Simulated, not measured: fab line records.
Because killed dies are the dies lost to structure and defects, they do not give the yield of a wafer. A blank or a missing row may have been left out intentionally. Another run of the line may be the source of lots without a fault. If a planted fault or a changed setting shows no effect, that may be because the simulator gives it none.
The tool behind it: which one? || flow sky130 || 6 lots (18 wafers sampled), 1 step of a 708-step route

== WHAT THE GAUGES READ, wafer by wafer ==
SKY_FIELD_ISO_THK_MEAS_02.
{"lot": "L167", "measured": "day 1 16:42", "on": "filmMetro-04", "FIELD_ISO_OXIDATION_00_THK (nm)": "11.78 11.98 11.82"}
{"lot": "L170", "measured": "day 2 08:31", "on": "filmMetro-03", "FIELD_ISO_OXIDATION_00_THK (nm)": "12.13 12.22 12.30"}
{"lot": "L173", "measured": "day 3 00:04", "on": "filmMetro-04", "FIELD_ISO_OXIDATION_00_THK (nm)": "12.27 12.35 12.03"}
{"lot": "L175", "measured": "day 3 08:38", "on": "filmMetro-03", "FIELD_ISO_OXIDATION_00_THK (nm)": "12.58 12.41 12.33"}
{"lot": "L185", "measured": "day 5 10:38", "on": "filmMetro-04", "FIELD_ISO_OXIDATION_00_THK (nm)": "12.00 12.05 12.11"}
{"lot": "L187", "measured": "day 6 03:07", "on": "filmMetro-03", "FIELD_ISO_OXIDATION_00_THK (nm)": "12.26 12.25 12.20"}

== TOOL THAT RAN EACH LOT (tool first, then ch and the chambers of the sampled wafers, then the start) ==
Record: no process step prior to these readings.

== THE ANSWER, worked out from the rows above alone ==
Rule: the lots themselves supply what counts as usual. The widest of any qualifying gaps counts: lots, ordered by their means at a reading, are off when they make up no more than a third of the lots, leave a main group of 4 or more, and stand apart from it by 3 or more times the standard deviation of that group's means. A main group whose means are all the same, to the digits that the tables above print for the reading, isn't used. Also off: a lot with no number at a reading for which 4 or more lots have one. The other lots that the step has rows for count as sound.
Across all readings shown, no lot is off: no conclusion can be drawn from this.

== WHAT THE SIMULATOR PUT IN ==
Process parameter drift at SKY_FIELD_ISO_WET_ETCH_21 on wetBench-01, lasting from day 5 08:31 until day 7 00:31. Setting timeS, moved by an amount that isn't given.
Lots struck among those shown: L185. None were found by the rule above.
